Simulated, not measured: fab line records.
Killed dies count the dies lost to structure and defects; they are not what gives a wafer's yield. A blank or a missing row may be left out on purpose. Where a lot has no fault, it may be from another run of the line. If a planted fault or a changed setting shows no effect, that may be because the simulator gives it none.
Which tool is to blame? + flow gf180mcu + 39 wafers from 13 lots sampled at 5 of the route's 602 steps

## WHAT THE GAUGES SHOWED, per wafer
GF_V2_CD_MEAS_14: the cd target is 260 nm. Usual: cd-nm at 260.4 nm, with a standard deviation of 1.2.
| lot  | measured     | on        | cd-nm (nm)        | flag |
|------|--------------|-----------|-------------------|------|
| L334 | day 20 06:11 | cd-sem-01 | 261.4 260.7 262.6 |      |
| L336 | day 20 19:53 | cd-sem-01 | 260.2 259.2 259.7 |      |
| L337 | day 21 09:25 | cd-sem-02 | 260.4 261.2 261.8 |      |
| L338 | day 21 19:55 | cd-sem-02 | 259.7 259.2 258.6 |      |
| L339 | day 22 04:43 | cd-sem-01 | 259.7 261.0 260.4 |      |
| L340 | day 22 07:22 | cd-sem-01 | 259.7 259.5 259.6 |      |
| L341 | day 22 11:25 | cd-sem-01 | 260.7 260.2 259.9 |      |
| L344 | day 23 21:50 | cd-sem-02 | 260.1 259.1 259.4 |      |
| L349 | day 25 10:00 | cd-sem-02 | 260.9 260.8 260.9 |      |
| L350 | day 25 14:56 | cd-sem-01 | 258.0 258.2 258.4 |      |
| L351 | day 26 05:25 | cd-sem-02 | 259.8 259.0 259.3 |      |
| L354 | day 27 08:12 | cd-sem-01 | 261.4 261.7 261.7 |      |
| L356 | day 27 19:26 | cd-sem-02 | 259.3 259.7 260.4 |      |

GF_V2_OVL_MEAS_15. Usual: V2_OVL 0 nm, standard deviation 4.6.
| lot  | measured     | on         | V2_OVL (nm) | flag |
|------|--------------|------------|-------------|------|
| L334 | day 20 06:16 | overlay-01 | -4 -7 5     |      |
| L336 | day 20 19:59 | overlay-02 | 1 -5 -8     |      |
| L337 | day 21 09:31 | overlay-02 | -7 1 2      |      |
| L338 | day 21 20:02 | overlay-02 | 2 1 7       |      |
| L339 | day 22 04:50 | overlay-02 | 1 0 -6      |      |
| L340 | day 22 07:28 | overlay-02 | 2 6 2       |      |
| L341 | day 22 11:31 | overlay-02 | 6 0 -4      |      |
| L344 | day 23 21:57 | overlay-02 | -3 0 2      |      |
| L349 | day 25 10:05 | overlay-01 | 0 3 3       |      |
| L350 | day 25 15:04 | overlay-01 | 6 8 5       |      |
| L351 | day 26 05:31 | overlay-01 | 5 9 10      |      |
| L354 | day 27 08:19 | overlay-02 | 1 -4 -6     |      |
| L356 | day 27 19:33 | overlay-02 | 2 6 3       |      |

GF_M3_RS_MEAS_05: a four-point-probe measurement. Usual: M3_ALCU_RS 0.0694 ohm/sq, standard deviation 0.00077.
| lot  | measured     | on            | M3_ALCU_RS (ohm/sq)  | flag |
|------|--------------|---------------|----------------------|------|
| L334 | day 20 07:56 | film-metro-01 | 0.0692 0.0697 0.0692 |      |
| L336 | day 20 21:37 | film-metro-01 | 0.0694 0.0700 0.0691 |      |
| L337 | day 21 11:08 | film-metro-03 | 0.0692 0.0690 0.0693 |      |
| L338 | day 21 22:03 | film-metro-01 | 0.0699 0.0685 0.0686 |      |
| L339 | day 22 06:26 | film-metro-02 | 0.0688 0.0683 0.0699 |      |
| L340 | day 22 09:19 | film-metro-02 | 0.0723 0.0709 0.0717 |      |
| L341 | day 22 13:08 | film-metro-03 | 0.0708 0.0710 0.0702 |      |
| L344 | day 23 23:41 | film-metro-03 | 0.0692 0.0688 0.0687 |      |
| L349 | day 25 11:44 | film-metro-01 | 0.0695 0.0689 0.0692 |      |
| L350 | day 25 16:41 | film-metro-01 | 0.0679 0.0679 0.0691 |      |
| L351 | day 26 07:11 | film-metro-03 | 0.0687 0.0697 0.0689 |      |
| L354 | day 27 09:58 | film-metro-02 | 0.0690 0.0692 0.0695 |      |
| L356 | day 27 21:16 | film-metro-01 | 0.0688 0.0688 0.0685 |      |

GF_V3_THK_MEAS_01. Usual: V3_CVD_00_THK 601 nm, standard deviation 6.5.
| lot  | measured     | on            | V3_CVD_00_THK (nm)      | flag |
|------|--------------|---------------|-------------------------|------|
| L334 | day 21 09:23 | film-metro-01 | 597 601 596             |      |
| L336 | day 21 22:22 | film-metro-04 | 589 598 596             |      |
| L337 | day 22 11:10 | film-metro-03 | 603 601 610             |      |
| L338 | day 22 21:49 | film-metro-01 | 596 598 599             |      |
| L339 | day 23 05:38 | film-metro-03 | 599 602 598             |      |
| L340 | day 23 09:22 | film-metro-03 | 606 604 594             |      |
| L341 | day 23 12:46 | film-metro-03 | 596 601 600             |      |
| L344 | day 24 22:03 | film-metro-03 | 607 593 596             |      |
| L349 | day 26 10:03 | film-metro-01 | 601 910 609 601 910 609 | OFF  |
| L350 | day 26 14:23 | film-metro-03 | 607 909 603 607 908 603 | OFF  |
| L351 | day 27 04:41 | film-metro-03 | 584 593 583             |      |
| L354 | day 28 06:56 | film-metro-01 | 592 602 600             |      |
| L356 | day 28 17:23 | film-metro-01 | 600 604 602             |      |

## WHICH TOOL RAN EACH LOT (tool, then ch and the chambers of the sampled wafers, then the start)
| lot  | GF_V3_CVD_00                     |
|------|----------------------------------|
| L334 | hdpcvd-01 ch 0,1, day 21 09:17   |
| L336 | hdpcvd-02 ch 0,2, day 21 22:17   |
| L337 | hdpcvd-02 ch 0,1, day 22 11:05   |
| L338 | hdpcvd-02 ch 0,1, day 22 21:44   |
| L339 | hdpcvd-02 ch 0,1, day 23 05:34   |
| L340 | hdpcvd-02 ch 0,1, day 23 09:16   |
| L341 | hdpcvd-02 ch 0,1,2, day 23 12:41 |
| L344 | hdpcvd-02 ch 1,2, day 24 21:59   |
| L349 | hdpcvd-02 ch 0,1, day 26 09:58   |
| L350 | hdpcvd-02 ch 0,1,2, day 26 14:19 |
| L351 | hdpcvd-01 ch 1,2, day 27 04:37   |
| L354 | hdpcvd-01 ch 1,2, day 28 06:50   |
| L356 | hdpcvd-01 ch 1,2, day 28 17:18   |
- GF_V3_CVD_00: deposits SiO2, target thk 600 nm, time 100 s.

## WHAT THE TOOLS THEMSELVES READ (means of the sampled wafers that have a number; where no wafer has one, the mark that the record gives instead)
GF_V3_CVD_00. Usual: sih4-flow-sccm at 60.00 sccm, with a standard deviation of 0.17.
| lot  | tool      | sih4-flow-sccm (sccm) | flag |
|------|-----------|-----------------------|------|
| L334 | hdpcvd-01 | 59.95                 |      |
| L336 | hdpcvd-02 | 59.90                 |      |
| L337 | hdpcvd-02 | 60.07                 |      |
| L338 | hdpcvd-02 | 59.98                 |      |
| L339 | hdpcvd-02 | 59.84                 |      |
| L340 | hdpcvd-02 | 60.05                 |      |
| L341 | hdpcvd-02 | 60.03                 |      |
| L344 | hdpcvd-02 | 60.05                 |      |
| L349 | hdpcvd-02 | 70.02                 | OFF  |
| L350 | hdpcvd-02 | 70.14                 | OFF  |
| L351 | hdpcvd-01 | 59.98                 |      |
| L354 | hdpcvd-01 | 59.98                 |      |
| L356 | hdpcvd-01 | 59.93                 |      |

## THE ANSWER, worked out from the rows above alone
Rule: a lot is off if the mean of its wafers that have a number lies more than 3 standard deviations from the usual mean. A lot without any number at a reading at which 4 lots or more have one is off too. Any other lot the step has rows for is counted as sound. The gauges are gone through in route order, then the tools' own readings, and for those a lot's mean is taken as printed above. At the first step where some lot is off, the reading lying furthest off is the one used; lots without a number count as furthest.
Off: L349, L350, at GF_V3_THK_MEAS_01 (V3_CVD_00_THK).
A tool fits if, at a process step before that reading, it ran every lot that is off, and no sound lot after the first of them. The gauges at GF_V3_THK_MEAS_01 aren't tried: what is off there is off at GF_V3_CVD_00 too, on other tools, and a gauge's error can't cause that. One fits: hdpcvd-02 at GF_V3_CVD_00. Its last sound lot is L344 (day 24 21:59), its first lot that is off L349 (day 26 09:58): a fault that began between those two fits.
The tool's own readings at GF_V3_CVD_00 bear it out: on the lots that are off they differ by more than 5 times the standard deviation of the sound lots' means. sih4-flow-sccm reads 70.08 sccm there against 59.98 sccm on the sound lots.

## WHAT HAD BEEN PUT IN BY THE SIMULATOR
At GF_V3_CVD_00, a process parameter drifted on hdpcvd-02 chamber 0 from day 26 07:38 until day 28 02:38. Setting sih4-flow-sccm, moved by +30, from 60. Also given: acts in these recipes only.
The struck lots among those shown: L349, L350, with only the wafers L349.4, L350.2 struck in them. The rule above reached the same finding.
